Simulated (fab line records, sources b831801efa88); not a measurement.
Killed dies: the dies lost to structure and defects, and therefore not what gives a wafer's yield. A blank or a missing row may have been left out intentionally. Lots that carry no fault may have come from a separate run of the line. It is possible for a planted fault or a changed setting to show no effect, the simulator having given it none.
Which of the tools did it?    flow sky130    14 lots (41 wafers sampled), 1 step of a 708-step route

WHAT EACH GAUGE READ, for each wafer
SKY_POLY_GATE_CD_MEAS_13: target cd 150 nm. Usual: cd_nm at 150.2 nm, with a standard deviation of 1.6.
lot   measured      on         cd_nm (nm)         flag
L932  day 16 09:50  cd_sem-01  151.7 151.6 150.5  
L933  day 16 13:22  cd_sem-02  149.7 148.5 147.8  
L934  day 17 00:33  cd_sem-02  151.2 150.2 151.6  
L935  day 17 04:56  cd_sem-01  151.3 151.3 151.9  
L936  day 18 04:10  cd_sem-02  148.2 148.3 145.7  
L938  day 18 15:32  cd_sem-02  150.8 149.0 150.3  
L939  day 19 01:25  cd_sem-02  151.4 151.3 151.3  
L942  day 20 01:13  cd_sem-01  150.9 151.6 149.5  
L943  day 20 10:53  cd_sem-02  150.3 149.2 149.7  
L945  day 21 08:31  cd_sem-01  147.4 148.6 146.9  
L952  day 23 14:41  cd_sem-02  152.3 154.1        
L953  day 24 01:15  cd_sem-02  149.3 149.9 149.4  
L954  day 24 03:34  cd_sem-02  149.7 149.4 150.9  
L955  day 24 10:43  cd_sem-01  150.4 150.4 150.1  

WHAT TOOL EACH LOT RAN ON (gives the tool, then ch and the chambers of the sampled wafers, and finally the start)
The record shows no process step preceding these readings.

AS READ BY THE TOOLS THEMSELVES (means over the sampled wafers that have a number; for cases with no such wafer, the mark the record gives instead)
The record holds no such reading with a usual standard deviation.

THE ANSWER, worked out from the rows above alone
Rule: a lot is off if the mean of its wafers that have a number lies more than 3 standard deviations from the usual mean. Also off: a lot with no number at a reading for which 4 or more lots have one. All remaining lots with rows at the step are treated as sound. Order of review: gauges by route order, followed by the tools' own readings, for which a lot's mean as printed above is used. At the first step where some lot is off, the reading lying furthest off is the one used; lots without a number count as furthest.
None of the lots is off at any reading shown; this tells nothing.

WHAT HAD BEEN PUT IN BY THE SIMULATOR
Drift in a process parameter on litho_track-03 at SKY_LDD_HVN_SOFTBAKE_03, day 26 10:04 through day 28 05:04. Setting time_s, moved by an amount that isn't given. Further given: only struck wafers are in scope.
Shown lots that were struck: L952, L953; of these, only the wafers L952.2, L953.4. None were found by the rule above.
